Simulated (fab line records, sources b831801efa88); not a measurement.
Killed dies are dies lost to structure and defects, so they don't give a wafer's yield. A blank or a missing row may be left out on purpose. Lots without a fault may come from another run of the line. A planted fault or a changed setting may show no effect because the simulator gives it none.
A struck lot beside a sound one | flow sky130 | 14 steps out of a route of 708
Sound: wafers L257.3, L257.4, L257.6. Struck: wafers L251.1, L251.3, L251.5. The cause comes at the end.
At each step with rows: each side's tool, then ch and its chambers, then its first start. Under that, the readings that differ: sound wafers | struck wafers | difference of the means | sigmas: that difference in standard deviations of wafers without a fault.
alike: readings whose means differ by less than 2 such deviations, and words and numbers that are the same on both sides. not compared: withheld readings, readings that some wafer has no value for, bounds like >300 that may hide the same value, and numbers for which the record gives no deviation and whose values overlap.
The two part at a step that has a row with sigmas, a row that says differs or no value, or rows on one side only. Numbers that don't overlap but have no deviation are shown without sigmas and don't part them. A reading that every wafer of one side lacks parts them only if that side has two wafers or more.

first, 1 step without rows for these wafers: SKY_CAPM_DEVELOP_11 (develop time 60 s).
SKY_CAPM_OVL_MEAS_12:
  sound on overlay-01, day 42 19:55; struck on overlay-02, day 41 06:12
  alike: CAPM_OVL
SKY_CAPM_METAL_ETCH_13: etches TiN in Cl2/BCl3, stops on SiO2, target depth 220 nm, time 62.9 s.
  sound on rie_metal-02 ch 0,1, day 42 19:58; struck on rie_metal-04 ch 0,1, day 41 06:14
  alike: bias_w, drypump_motor_current_A, mfc_cl2_sccm, oes_product_au, throttle_valve_pct
  not compared: rf_hours_counter_h
SKY_CAPM_STRIP_14: strips in O2/N2.
  sound on plasma_asher-01 ch 0,1, day 42 20:03; struck on plasma_asher-03 ch 0,1, day 41 06:19
  alike: drypump_motor_current_A, oes_product_au, strip_time_to_endpoint_s
  not compared: rf_hours_counter_h
then, 8 steps without rows for these wafers: SKY_CAPM_STRIP_15 (strips in post etch residue remover, time 1200 s); SKY_CAPM_CLEAN_16 (cleans in IPA, time 180 s); SKY_CAPM_CLEAN_17 (cleans in O3/DIW); SKY_METAL3_DEHYDRATE_05 (time 60 s); SKY_METAL3_HMDS_06 (prime time 60 s); SKY_METAL3_COAT_07 (resist thk 60 nm); SKY_METAL3_COAT_08 (resist thk 1140 nm); SKY_METAL3_SOFTBAKE_09 (time 90 s).
SKY_METAL3_EXPOSE_10: exposes mask MM3, target cd 300 nm.
  sound on krf_scanner-02 ch 0, day 43 08:04; struck on krf_scanner-01, day 41 19:50
  no value came back on the struck wafers for exposure_dose_mJ_cm2, focus_offset_nm (nm), sigma_outer; on the sound wafers exposure_dose_mJ_cm2 reads 28.03 28.03 28.07
  alike: mask
then, 1 step without rows for these wafers: SKY_METAL3_PEB_11.

WHERE THEY PART
Only at SKY_METAL3_EXPOSE_10, within this record.

WHY: what the simulator had put in
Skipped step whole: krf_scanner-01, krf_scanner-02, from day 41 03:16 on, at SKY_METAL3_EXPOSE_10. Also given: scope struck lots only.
